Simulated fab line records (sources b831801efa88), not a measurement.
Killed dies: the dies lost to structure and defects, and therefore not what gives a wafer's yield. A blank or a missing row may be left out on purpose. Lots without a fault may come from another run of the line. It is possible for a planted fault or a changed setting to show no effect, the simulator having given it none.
Problem report, 8D (eight disciplines) form, completed by code	flow sfq_line	the parts of the form that need people (team, actions taken, sign-off) are left out

== 1. WHAT WENT WRONG ==
time_to_endpoint_s at SFQ_TRILAYER_I1_CMP_CMP_046 reads a mean of 168 s on 1 wafer of 1 lot; wafers without a fault read 212 s with a standard deviation of 7.8. Measured from the usual mean, that is -5.6 standard deviations.
The step: polishes SiO2.
First observed at day 26 14:16: wafer L989.1, on cmp-01. The record holds 39 wafers of 13 lots with a number at this step. Rule for "out", or "out of limits": more than 4 standard deviations from the usual mean. All remaining wafers that have a number are taken as sound.

== 2. WHAT IT IS AND WHAT IT IS NOT ==
question	is	is not
which readings at this step	time_to_endpoint_s	motor_current_A, platen_rpm, slurry_filter_dp_kPa, slurry_flow_ml_min
which lots	L989	L100, L101, L102, L103, L981, L985, L986, L990, L991, L993, L997, L998
which wafers of those lots	L989.1	L989.3, L989.4
read on which tools	cmp-01	cmp-02
when	from day 26 14:16	up to then (10 sound wafers); but 28 sound wafers of L100, L101, L102, L103, L989, L990, L991, L993, L997, L998 came after

== 3. THE SUSPECTS, EACH WITH WHAT RULES IT OUT ==
Counting: a tool at a process step up to the reading stays a suspect if it ran every lot that is out. Sound lots after the first of them don't rule it out here, since some wafers of a struck lot are sound.
- cmp-01 at SFQ_TRILAYER_I1_CMP_CMP_046 (polishes SiO2): kept. It processed L989, the lot that is out, at day 26 14:16, and its most recent sound lot before then was L986 at day 25 11:20. Its own readings are out on those wafers: time_to_endpoint_s.
- At SFQ_TRILAYER_I1_CMP_CMP_046, inside cmp-01: chamber 0 took the wafers that are out, while their sound lot-mates went through chambers 2, 3.
Remaining after the count: cmp-01 at SFQ_TRILAYER_I1_CMP_CMP_046.

== 4. THE CAUSE (what the simulator had put in) ==
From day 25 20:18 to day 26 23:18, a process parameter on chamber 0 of cmp-01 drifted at SFQ_TRILAYER_I1_CMP_CMP_046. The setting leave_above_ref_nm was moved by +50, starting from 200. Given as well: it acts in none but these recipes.
The count eliminated every tool but this one.

== 5. THE CHAIN OF EFFECTS, in route order ==
One row per reading whose mean, taken over the struck wafers that have a number, lies over 3 standard deviations from the usual. Only readings for which the record gives a usual standard deviation are gone through. hours: the time from each lot's start at the first step in this table that gives one to its start at this step, as a median over the lots. sigmas: the change in usual standard deviations.
hours	step	reading	usual	on struck wafers	change	sigmas
0	SFQ_TRILAYER_I1_CMP_CMP_046	time_to_endpoint_s	212 s	168	-44	-5.6
3	SFQ_TRILAYER_I1_METRO_MEASURE_047	thk_nm	199.9 nm	249.2	+49.3	+41
39	SFQ_TRILAYER_I1_VIA_ETCH_VIA_ETCH_052	oes_product_au	0.854 a.u.	0.968	+0.114	+22
The process steps in it:
- SFQ_TRILAYER_I1_CMP_CMP_046: polishes SiO2.
- SFQ_TRILAYER_I1_METRO_MEASURE_047
- SFQ_TRILAYER_I1_VIA_ETCH_VIA_ETCH_052: etches SiO2 in CHF3, stops on Nb, target depth 260 nm.
At these later measuring or inspecting steps, every struck wafer for which the step has a row has a number for every such reading, and none has moved that far: SFQ_M8_OVL_MEAS_948.

== 6. WHAT WOULD HAVE CAUGHT IT SOONER ==
First out-of-limits reading in this record: day 26 14:16, which is 18 hours after fault onset at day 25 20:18.
